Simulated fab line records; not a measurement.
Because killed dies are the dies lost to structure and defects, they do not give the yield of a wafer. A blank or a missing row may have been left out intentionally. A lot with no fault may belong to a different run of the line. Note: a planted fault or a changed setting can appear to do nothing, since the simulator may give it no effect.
fab line records	flow sky130	part 1 of 2: steps 1 to 24 of 34
record: lots: 5	wafers: 15	last-day: 50
route steps=708 shown PWDE@54 NWELL@56 VT_ADJUST_HVTP@85
lots that met no fault: from a run of the same line without faults
start-h: start of the lot's first displayed wafer, in hours after the record's first day	wait-h: how many hours have passed since the lot's step before this one	" the same as in the row above	L1.1+2: one row covering several wafers at once	- no value present, or no start provided	* or withheld: withheld	< > ~ a bound
route shown NAME@n: names a module that has steps shown in the file, with the first one's number in the route	usual: mean and standard deviation over wafers with no fault	same: alike in all rows	chamber/n: place in a boat	sites: per-site readings	_std_site: the standard deviation of these	_edge_site: the outer-site mean with the inner-site mean subtracted	radius-mm: how far each site lies from the wafer's centre	mask NAME#n: copy n	behind: tool/chamber where the wafer was last shaped	hold: why the lot went on hold/how many hours it stayed there/how the hold came to an end	device: names the non-switching transistor (n, p or np)	end of line: the route-end tests of the same wafers	a step with no rows: only its recipe	killed: count of dies lost to structure and defects at first sort (not the wafer's yield)	map: a wafer's dies, x killed, . not, _ none there
set.NAME: the setting that was run; set.NAME@STEP: the one run at that earlier step	model.NAME: the simulator's own value behind a step, which no gauge read
lots seen at some steps along the route; tables by step, rows by wafer
services: a tool's chamber out of use, with start hour (start-h, from the record's first day; less than 0 if before it), hours out, and reason
== steps ==
step: SKY_PWDE_STRIP_09
recipe: chemistry: O2/N2	power-w: 1400	pressure-mtorr: 1500	platen-temp-c: withheld	o2-flow-sccm: 3000	n2-flow-sccm: 300	overash-fraction: 0.5
usual: drypump-motor-current-A: 6.0/0.4	o2-flow-sccm: 3000/8.8	oes-product-au: 0.723/0.0046	strip-time-to-endpoint-s: 36.93/0.1
lot.wafer	tool	chamber	start-h	wait-h	drypump-motor-current-A	o2-flow-sccm	oes-product-au	rf-hours-counter-h	strip-time-to-endpoint-s
L077.2	plasma-asher-01	1	84.17	0.1	5.7	3002	0.723	40	36.95
L077.5	"	1	"	"	5.7	3003	0.732	-	37.06
L077.6	"	0	"	"	5.8	2998	0.720	-	37.08
L085.4	plasma-asher-02	0	135.20	0.1	6.6	3000	0.726	-	36.87
L085.5	"	0	"	"	6.6	2991	0.723	-	36.87
L085.6	"	1	"	"	6.1	2984	0.722	-	36.90
L089.4	plasma-asher-01	0	154.90	0.1	5.8	2986	0.726	-	36.87
L089.5	"	0	"	"	5.8	2991	0.726	-	36.83
L089.6	"	1	"	"	5.6	3003	0.724	-	36.74
L094.2	plasma-asher-02	1	181.68	0.1	6.1	2991	0.716	51	36.92
L094.5	"	0	"	"	6.6	3008	0.726	-	36.93
L094.6	"	1	"	"	6.1	3002	0.726	-	36.85
L096.1	plasma-asher-02	1	192.22	0.1	6.1	3013	0.725	52	36.98
L096.3	"	1	"	"	6.1	3009	0.721	-	36.83
L096.5	"	0	"	"	6.6	3003	0.726	-	36.95
step: SKY_PWDE_TW_MEAS_10
usual: PWDE_TW: 377.5/2.8
lot.wafer	tool	chamber	start-h	wait-h	PWDE_TW
L077.2	film-metro-03	-	84.28	0.1	382.9
L077.5	"	-	"	"	382.9
L077.6	"	-	"	"	382.7
L085.4	film-metro-03	-	135.30	0.1	378.1
L085.5	"	-	"	"	379.8
L085.6	"	-	"	"	378.6
L089.4	film-metro-02	-	155.00	0.1	374.5
L089.5	"	-	"	"	372.4
L089.6	"	-	"	"	372.2
L094.2	film-metro-04	-	181.79	0.1	377.6
L094.5	"	-	"	"	377.1
L094.6	"	-	"	"	376.8
L096.1	film-metro-02	-	192.32	0.1	374.0
L096.3	"	-	"	"	374.8
L096.5	"	-	"	"	375.4
step: SKY_NWELL_DEHYDRATE_03
recipe: temp-c: 200	time-s: 60
usual: exhaust-pa: 45.0/0.74	plate-temp-C: 200.00/0.18
lot.wafer	tool	chamber	start-h	wait-h	exhaust-pa	plate-temp-C
L077.2	litho-track-01	0	92.12	7.8	45.5	199.76
L077.5	"	0	"	"	45.7	199.84
L077.6	"	0	"	"	44.5	199.79
L085.4	litho-track-02	0	145.01	9.7	45.3	200.23
L085.5	"	0	"	"	44.2	199.81
L085.6	"	0	"	"	44.9	199.86
L089.4	litho-track-02	0	164.56	9.5	46.5	200.10
L089.5	"	0	"	"	44.3	200.19
L089.6	"	0	"	"	44.9	200.13
L094.2	litho-track-02	0	192.06	10.3	46.7	199.78
L094.5	"	0	"	"	45.8	199.79
L094.6	"	0	"	"	45.4	199.91
L096.1	litho-track-03	0	202.40	10.1	45.6	200.05
L096.3	"	0	"	"	44.8	199.98
L096.5	"	0	"	"	45.6	199.75
step: SKY_NWELL_HMDS_04
recipe: prime-time-s: 60	prime-temp-c: 120
usual: exhaust-pa: 45.2/0.77
lot.wafer	tool	chamber	start-h	wait-h	exhaust-pa
L077.2	litho-track-01	0	92.27	0.1	44.7
L077.5	"	0	"	"	45.3
L077.6	"	0	"	"	45.4
L085.4	litho-track-02	0	145.16	0.1	44.2
L085.5	"	0	"	"	44.5
L085.6	"	0	"	"	45.4
L089.4	litho-track-02	0	164.71	0.1	46.0
L089.5	"	0	"	"	45.4
L089.6	"	0	"	"	46.9
L094.2	litho-track-02	0	192.21	0.1	47.5
L094.5	"	0	"	"	46.7
L094.6	"	0	"	"	45.2
L096.1	litho-track-03	0	202.55	0.1	46.0
L096.3	"	0	"	"	44.4
L096.5	"	0	"	"	44.5
step: SKY_NWELL_COAT_05
recipe: spin-rpm: 2000	resist-thk-nm: 3000
usual: exhaust-pa: 45.2/0.76	spin-speed-rpm: 1999.8/1.4
lot.wafer	tool	chamber	start-h	wait-h	exhaust-pa	spin-speed-rpm
L077.2	litho-track-01	0	92.42	0.1	45.4	1999.6
L077.5	"	0	"	"	45.4	2001.8
L077.6	"	0	"	"	44.4	2000.4
L085.4	litho-track-02	0	145.31	0.1	45.4	1999.6
L085.5	"	0	"	"	44.5	2000.0
L085.6	"	0	"	"	45.0	1998.6
L089.4	litho-track-02	0	164.86	0.1	43.8	2000.0
L089.5	"	0	"	"	44.8	2000.1
L089.6	"	0	"	"	44.8	2002.0
L094.2	litho-track-02	0	192.36	0.1	45.1	1999.7
L094.5	"	0	"	"	46.3	1998.9
L094.6	"	0	"	"	45.0	2000.7
L096.1	litho-track-03	0	202.70	0.1	46.4	2001.5
L096.3	"	0	"	"	45.9	2000.6
L096.5	"	0	"	"	45.8	2000.3
step: SKY_NWELL_SOFTBAKE_06
recipe: temp-c: 110	time-s: withheld
usual: exhaust-pa: 45.0/0.94	plate-temp-C: 109.97/0.12
lot.wafer	tool	chamber	start-h	wait-h	exhaust-pa	plate-temp-C
L077.2	litho-track-01	0	92.57	0.1	46.0	110.05
L077.5	"	0	"	"	45.1	110.13
L077.6	"	0	"	"	45.7	110.14
L085.4	litho-track-02	0	145.48	0.1	45.2	109.92
L085.5	"	0	"	"	45.4	109.94
L085.6	"	0	"	"	44.8	110.14
L089.4	litho-track-02	0	165.03	0.1	43.9	109.94
L089.5	"	0	"	"	44.8	109.81
L089.6	"	0	"	"	46.3	109.84
L094.2	litho-track-02	0	192.52	0.1	44.8	109.95
L094.5	"	0	"	"	45.0	110.22
L094.6	"	0	"	"	45.5	109.86
L096.1	litho-track-03	0	202.85	0.1	44.7	109.86
L096.3	"	0	"	"	44.6	109.92
L096.5	"	0	"	"	44.1	109.81
step: SKY_NWELL_EXPOSE_07
recipe: mask-id: NWM	na: 0.6	source-shape: conventional	sigma-outer: 0.6	polarization: unpolarized	target-cd-nm: 840	dose-mj: 255
same: na: 0.6
lot.wafer	tool	chamber	start-h	wait-h	mask
L077.2+5+6	iline-stepper-01	0	-	-	NWM#0
L085.4+5+6	iline-stepper-02	0	-	-	NWM#0
L089.4+5+6	iline-stepper-02	0	-	-	NWM#0
L094.2+5+6	iline-stepper-01	0	-	-	NWM#0
L096.1+3+5	iline-stepper-01	0	-	-	NWM#0
step: SKY_NWELL_PEB_08
recipe: temp-c: 115	time-s: withheld
usual: exhaust-pa: 45.0/1	plate-temp-C: 114.99/0.14
lot.wafer	tool	chamber	start-h	wait-h	exhaust-pa	plate-temp-C
L077.2	litho-track-01	0	-	-	46.7	114.74
L077.5	"	0	"	"	44.7	114.62
L077.6	"	0	"	"	45.9	114.64
L085.4	litho-track-03	0	-	-	46.1	114.75
L085.5	"	0	"	"	44.6	114.91
L085.6	"	0	"	"	46.5	114.91
L089.4	litho-track-03	0	-	-	44.5	115.01
L089.5	"	0	"	"	43.4	115.13
L089.6	"	0	"	"	43.2	115.10
L094.2	litho-track-02	0	-	-	45.9	114.94
L094.5	"	0	"	"	45.5	114.79
L094.6	"	0	"	"	45.0	114.83
L096.1	litho-track-02	0	-	-	43.1	115.21
L096.3	"	0	"	"	43.3	115.12
L096.5	"	0	"	"	43.7	115.02
step: SKY_NWELL_DEVELOP_09
recipe: wall-angle-deg: 90	developer: TMAH	develop-time-s: 60	dev-temp-c: 23
usual: exhaust-pa: 44.9/0.87
lot.wafer	tool	chamber	start-h	wait-h	exhaust-pa
L077.2	litho-track-01	0	-	-	45.0
L077.5	"	0	"	"	43.1
L077.6	"	0	"	"	45.6
L085.4	litho-track-03	0	-	-	44.7
L085.5	"	0	"	"	45.0
L085.6	"	0	"	"	43.5
L089.4	litho-track-03	0	-	-	44.4
L089.5	"	0	"	"	44.1
L089.6	"	0	"	"	45.2
L094.2	litho-track-02	0	-	-	45.0
L094.5	"	0	"	"	44.8
L094.6	"	0	"	"	43.6
L096.1	litho-track-02	0	-	-	43.6
L096.3	"	0	"	"	44.8
L096.5	"	0	"	"	45.2
step: SKY_NWELL_OVL_MEAS_10
usual: NWELL_00_OVL: -0.3/1.4
lot.wafer	tool	chamber	start-h	wait-h	NWELL_00_OVL[nm]
L077.2	overlay-01	-	100.95	-	-1.0
L077.5	"	-	"	"	-1.6
L077.6	"	-	"	"	-0.9
L085.4	overlay-01	-	155.11	-	-1.7
L085.5	"	-	"	"	-0.8
L085.6	"	-	"	"	-1.3
L089.4	overlay-01	-	175.36	-	0.0
L089.5	"	-	"	"	-1.0
L089.6	"	-	"	"	-0.2
L094.2	overlay-02	-	202.99	-	0.8
L094.5	"	-	"	"	0.5
L094.6	"	-	"	"	1.7
L096.1	overlay-02	-	213.98	-	0.5
L096.3	"	-	"	"	-0.5
L096.5	"	-	"	"	-0.3
step: SKY_NWELL_IMPLANT_11
recipe: species: P	energy-kev: 400	dose-cm2: 1.9e+13	tilt-deg: withheld
usual: beam-on-s: 9.96/0.22
lot.wafer	tool	chamber	start-h	wait-h	beam-on-s
L077.2	implanter-03	0	101.00	0.0	9.97
L077.5	"	0	"	"	10.14
L077.6	"	0	"	"	9.97
L085.4	implanter-03	0	155.21	0.1	10.02
L085.5	"	0	"	"	10.11
L085.6	"	0	"	"	10.10
L089.4	implanter-04	0	175.46	0.1	10.23
L089.5	"	0	"	"	10.34
L089.6	"	0	"	"	9.94
L094.2	implanter-04	0	203.04	0.0	9.79
L094.5	"	0	"	"	9.97
L094.6	"	0	"	"	10.08
L096.1	implanter-03	0	214.02	0.0	9.55
L096.3	"	0	"	"	9.83
L096.5	"	0	"	"	10.06
step: SKY_NWELL_IMPLANT_12
recipe: species: P	energy-kev: 120	dose-cm2: 1.3e+12	tilt-deg: withheld
usual: beam-on-s: 10.01/0.19
lot.wafer	tool	chamber	start-h	wait-h	beam-on-s
L077.2	implanter-03	0	101.15	0.1	9.73
L077.5	"	0	"	"	10.04
L077.6	"	0	"	"	10.10
L085.4	implanter-03	0	155.36	0.1	10.19
L085.5	"	0	"	"	9.97
L085.6	"	0	"	"	10.14
L089.4	implanter-04	0	175.61	0.1	10.00
L089.5	"	0	"	"	10.18
L089.6	"	0	"	"	9.82
L094.2	implanter-04	0	203.19	0.1	10.31
L094.5	"	0	"	"	10.36
L094.6	"	0	"	"	10.21
L096.1	implanter-03	0	214.17	0.1	9.55
L096.3	"	0	"	"	10.55
L096.5	"	0	"	"	10.08
step: SKY_NWELL_IMPLANT_13
recipe: species: P	energy-kev: 50	dose-cm2: 7e+11	tilt-deg: withheld
usual: beam-on-s: 10.01/0.19
lot.wafer	tool	chamber	start-h	wait-h	beam-on-s
L077.2	implanter-03	0	101.30	0.1	10.25
L077.5	"	0	"	"	9.88
L077.6	"	0	"	"	10.04
L085.4	implanter-03	0	155.51	0.1	9.96
L085.5	"	0	"	"	9.86
L085.6	"	0	"	"	10.04
L089.4	implanter-04	0	175.76	0.1	10.12
L089.5	"	0	"	"	9.92
L089.6	"	0	"	"	9.72
L094.2	implanter-04	0	203.34	0.1	10.30
L094.5	"	0	"	"	9.75
L094.6	"	0	"	"	10.13
L096.1	implanter-03	0	214.32	0.1	10.12
L096.3	"	0	"	"	10.14
L096.5	"	0	"	"	9.79
step: SKY_NWELL_STRIP_14
recipe: chemistry: O2/N2	power-w: 1400	pressure-mtorr: 1500	platen-temp-c: withheld	o2-flow-sccm: 3000	n2-flow-sccm: 300	overash-fraction: 0.5
usual: drypump-motor-current-A: 5.4/0.37	o2-flow-sccm: 2999/8.5	oes-product-au: 0.722/0.0048	strip-time-to-endpoint-s: 36.99/0.095
lot.wafer	tool	chamber	start-h	wait-h	drypump-motor-current-A	o2-flow-sccm	oes-product-au	rf-hours-counter-h	strip-time-to-endpoint-s
L077.2	plasma-asher-01	1	101.43	0.1	5.7	3006	0.716	42	36.88
L077.5	"	1	"	"	5.6	3010	0.717	-	36.93
L077.6	"	0	"	"	5.9	2989	0.724	-	37.07
L085.4	plasma-asher-04	1	155.62	0.1	5.4	2996	0.719	-	36.90
L085.5	"	1	"	"	5.4	2986	0.723	-	36.95
L085.6	"	0	"	"	4.8	2997	0.716	-	36.88
L089.4	plasma-asher-01	0	175.87	0.1	5.9	2995	0.724	-	36.97
L089.5	"	0	"	"	5.9	3010	0.716	-	37.12
L089.6	"	1	"	"	5.6	2991	0.728	-	36.95
L094.2	plasma-asher-01	1	203.47	0.1	5.7	3009	0.724	51	37.03
L094.5	"	1	"	"	5.6	3013	0.715	-	37.07
L094.6	"	0	"	"	5.9	3007	0.721	-	37.06
L096.1	plasma-asher-03	1	214.47	0.1	5.5	3006	0.728	10	37.18
L096.3	"	1	"	"	5.5	3005	0.720	-	37.20
L096.5	"	1	"	"	5.5	3014	0.713	-	37.14
step: SKY_NWELL_TW_MEAS_15
usual: NWELL_TW: 1834/9.1
lot.wafer	tool	chamber	start-h	wait-h	NWELL_TW
L077.2	film-metro-03	-	101.54	0.1	1827
L077.5	"	-	"	"	1833
L077.6	"	-	"	"	1825
L085.4	film-metro-02	-	155.71	0.1	1821
L085.5	"	-	"	"	1822
L085.6	"	-	"	"	1819
L089.4	film-metro-02	-	175.96	0.1	1836
L089.5	"	-	"	"	1832
L089.6	"	-	"	"	1834
L094.2	film-metro-04	-	203.58	0.1	1845
L094.5	"	-	"	"	1841
L094.6	"	-	"	"	1837
L096.1	film-metro-03	-	214.57	0.1	1841
L096.3	"	-	"	"	1819
L096.5	"	-	"	"	1839
step: SKY_NWELL_DEHYDRATE_16
recipe: temp-c: 200	time-s: 60
usual: exhaust-pa: 45.0/0.83	plate-temp-C: 199.99/0.19
lot.wafer	tool	chamber	start-h	wait-h	exhaust-pa	plate-temp-C
L077.2	litho-track-03	0	110.07	8.5	45.3	200.21
L077.5	"	0	"	"	45.6	200.07
L077.6	"	0	"	"	44.2	200.13
L085.4	litho-track-01	0	165.37	9.6	44.6	199.57
L085.5	"	0	"	"	47.1	199.93
L085.6	"	0	"	"	45.0	199.76
L089.4	litho-track-02	0	186.21	10.2	45.6	199.85
L089.5	"	0	"	"	45.1	199.88
L089.6	"	0	"	"	45.8	199.67
L094.2	litho-track-03	0	214.17	10.6	45.1	200.04
L094.5	"	0	"	"	44.7	199.93
L094.6	"	0	"	"	44.2	199.69
L096.1	litho-track-01	0	224.24	9.7	43.8	199.76
L096.3	"	0	"	"	44.4	200.06
L096.5	"	0	"	"	45.6	199.68
step: SKY_NWELL_HMDS_17
recipe: prime-time-s: 60	prime-temp-c: 120
usual: exhaust-pa: 45.2/0.85
lot.wafer	tool	chamber	start-h	wait-h	exhaust-pa
L077.2	litho-track-03	0	110.22	0.1	46.0
L077.5	"	0	"	"	44.9
L077.6	"	0	"	"	45.1
L085.4	litho-track-01	0	165.52	0.1	44.4
L085.5	"	0	"	"	46.4
L085.6	"	0	"	"	45.3
L089.4	litho-track-02	0	186.36	0.1	44.1
L089.5	"	0	"	"	46.4
L089.6	"	0	"	"	44.2
L094.2	litho-track-03	0	214.32	0.1	44.2
L094.5	"	0	"	"	45.4
L094.6	"	0	"	"	45.0
L096.1	litho-track-01	0	224.39	0.1	43.7
L096.3	"	0	"	"	44.9
L096.5	"	0	"	"	44.0
step: SKY_NWELL_COAT_18
recipe: spin-rpm: 2000	resist-thk-nm: 3000
usual: exhaust-pa: 44.9/0.97	spin-speed-rpm: 1999.8/1.4
lot.wafer	tool	chamber	start-h	wait-h	exhaust-pa	spin-speed-rpm
L077.2	litho-track-03	0	110.37	0.1	44.0	1999.2
L077.5	"	0	"	"	44.2	2001.2
L077.6	"	0	"	"	43.6	2001.8
L085.4	litho-track-01	0	165.67	0.1	44.2	2000.3
L085.5	"	0	"	"	45.7	1997.4
L085.6	"	0	"	"	44.0	1997.0
L089.4	litho-track-02	0	186.51	0.1	45.7	2000.6
L089.5	"	0	"	"	44.5	2001.0
L089.6	"	0	"	"	44.2	2001.1
L094.2	litho-track-03	0	214.47	0.1	45.6	2000.1
L094.5	"	0	"	"	44.7	2002.0
L094.6	"	0	"	"	44.4	2000.3
L096.1	litho-track-01	0	224.54	0.1	45.3	2000.0
L096.3	"	0	"	"	44.0	2000.2
L096.5	"	0	"	"	44.6	2001.3
step: SKY_NWELL_SOFTBAKE_19
recipe: temp-c: 110	time-s: withheld
usual: exhaust-pa: 45.0/0.89	plate-temp-C: 110.01/0.14
lot.wafer	tool	chamber	start-h	wait-h	exhaust-pa	plate-temp-C
L077.2	litho-track-03	0	110.53	0.1	45.0	110.23
L077.5	"	0	"	"	44.9	110.22
L077.6	"	0	"	"	43.6	109.94
L085.4	litho-track-01	0	165.84	0.1	44.6	109.81
L085.5	"	0	"	"	44.9	109.93
L085.6	"	0	"	"	44.2	109.81
L089.4	litho-track-02	0	186.68	0.1	46.2	109.99
L089.5	"	0	"	"	45.2	109.94
L089.6	"	0	"	"	44.2	109.92
L094.2	litho-track-03	0	214.63	0.1	45.0	109.69
L094.5	"	0	"	"	43.4	109.90
L094.6	"	0	"	"	44.8	109.83
L096.1	litho-track-01	0	224.69	0.1	47.0	110.06
L096.3	"	0	"	"	46.5	109.81
L096.5	"	0	"	"	46.1	109.95
step: SKY_NWELL_EXPOSE_20
recipe: mask-id: NWM_COMPLEMENT	na: 0.6	source-shape: conventional	sigma-outer: 0.6	polarization: unpolarized	target-cd-nm: 840	dose-mj: 260
same: na: 0.6
lot.wafer	tool	chamber	start-h	wait-h	mask
L077.2+5+6	iline-stepper-02	0	-	-	NWM_COMPLEMENT#0
L085.4+5+6	iline-stepper-02	0	-	-	NWM_COMPLEMENT#0
L089.4+5+6	iline-stepper-01	0	-	-	NWM_COMPLEMENT#0
L094.2+5+6	iline-stepper-02	0	-	-	NWM_COMPLEMENT#0
L096.1+3+5	iline-stepper-02	0	-	-	NWM_COMPLEMENT#0
step: SKY_NWELL_PEB_21
recipe: temp-c: 115	time-s: withheld
usual: exhaust-pa: 44.9/0.92	plate-temp-C: 115.03/0.14
lot.wafer	tool	chamber	start-h	wait-h	exhaust-pa	plate-temp-C
L077.2	litho-track-03	0	-	-	45.1	115.14
L077.5	"	0	"	"	44.4	115.21
L077.6	"	0	"	"	46.2	115.07
L085.4	litho-track-02	0	-	-	45.0	114.93
L085.5	"	0	"	"	45.0	114.96
L085.6	"	0	"	"	44.5	115.02
L089.4	litho-track-01	0	-	-	44.5	115.10
L089.5	"	0	"	"	45.6	115.15
L089.6	"	0	"	"	44.2	114.99
L094.2	litho-track-03	0	-	-	45.4	114.87
L094.5	"	0	"	"	45.9	114.91
L094.6	"	0	"	"	46.3	114.82
L096.1	litho-track-02	0	-	-	45.8	114.93
L096.3	"	0	"	"	46.8	114.83
L096.5	"	0	"	"	45.7	114.98
step: SKY_NWELL_DEVELOP_22
recipe: wall-angle-deg: 90	developer: TMAH	develop-time-s: 60	dev-temp-c: 23
usual: exhaust-pa: 45.1/0.95
lot.wafer	tool	chamber	start-h	wait-h	exhaust-pa
L077.2	litho-track-03	0	-	-	46.0
L077.5	"	0	"	"	46.0
L077.6	"	0	"	"	46.5
L085.4	litho-track-02	0	-	-	47.0
L085.5	"	0	"	"	46.9
L085.6	"	0	"	"	45.9
L089.4	litho-track-01	0	-	-	45.0
L089.5	"	0	"	"	44.1
L089.6	"	0	"	"	45.2
L094.2	litho-track-03	0	-	-	45.6
L094.5	"	0	"	"	46.1
L094.6	"	0	"	"	46.0
L096.1	litho-track-02	0	-	-	45.7
L096.3	"	0	"	"	44.1
L096.5	"	0	"	"	44.2
step: SKY_NWELL_OVL_MEAS_23
usual: NWELL_01_OVL: -0.2/1.2
lot.wafer	tool	chamber	start-h	wait-h	NWELL_01_OVL[nm]
L077.2	overlay-02	-	119.70	-	-0.3
L077.5	"	-	"	"	-1.4
L077.6	"	-	"	"	-0.7
L085.4	overlay-01	-	176.20	-	0.7
L085.5	"	-	"	"	0.2
L085.6	"	-	"	"	0.0
L089.4	overlay-01	-	196.86	-	-1.3
L089.5	"	-	"	"	-0.7
L089.6	"	-	"	"	-0.8
L094.2	overlay-02	-	226.25	-	0.4
L094.5	"	-	"	"	0.2
L094.6	"	-	"	"	2.2
L096.1	overlay-02	-	235.43	-	0.9
L096.3	"	-	"	"	0.9
L096.5	"	-	"	"	0.3
step: SKY_NWELL_IMPLANT_24
recipe: species: B	energy-kev: 140	dose-cm2: 9.2e+12	tilt-deg: withheld
usual: beam-on-s: 10.01/0.21
lot.wafer	tool	chamber	start-h	wait-h	beam-on-s
L077.2	implanter-04	0	119.76	0.0	9.94
L077.5	"	0	"	"	9.97
L077.6	"	0	"	"	9.72
L085.4	implanter-03	0	176.29	0.1	9.87
L085.5	"	0	"	"	9.98
L085.6	"	0	"	"	9.87
L089.4	implanter-03	0	196.95	0.1	9.94
L089.5	"	0	"	"	10.36
L089.6	"	0	"	"	10.19
L094.2	implanter-01	0	226.31	0.0	10.12
L094.5	"	0	"	"	10.02
L094.6	"	0	"	"	10.11
L096.1	implanter-03	0	235.47	0.0	10.32
L096.3	"	0	"	"	9.84
L096.5	"	0	"	"	10.17
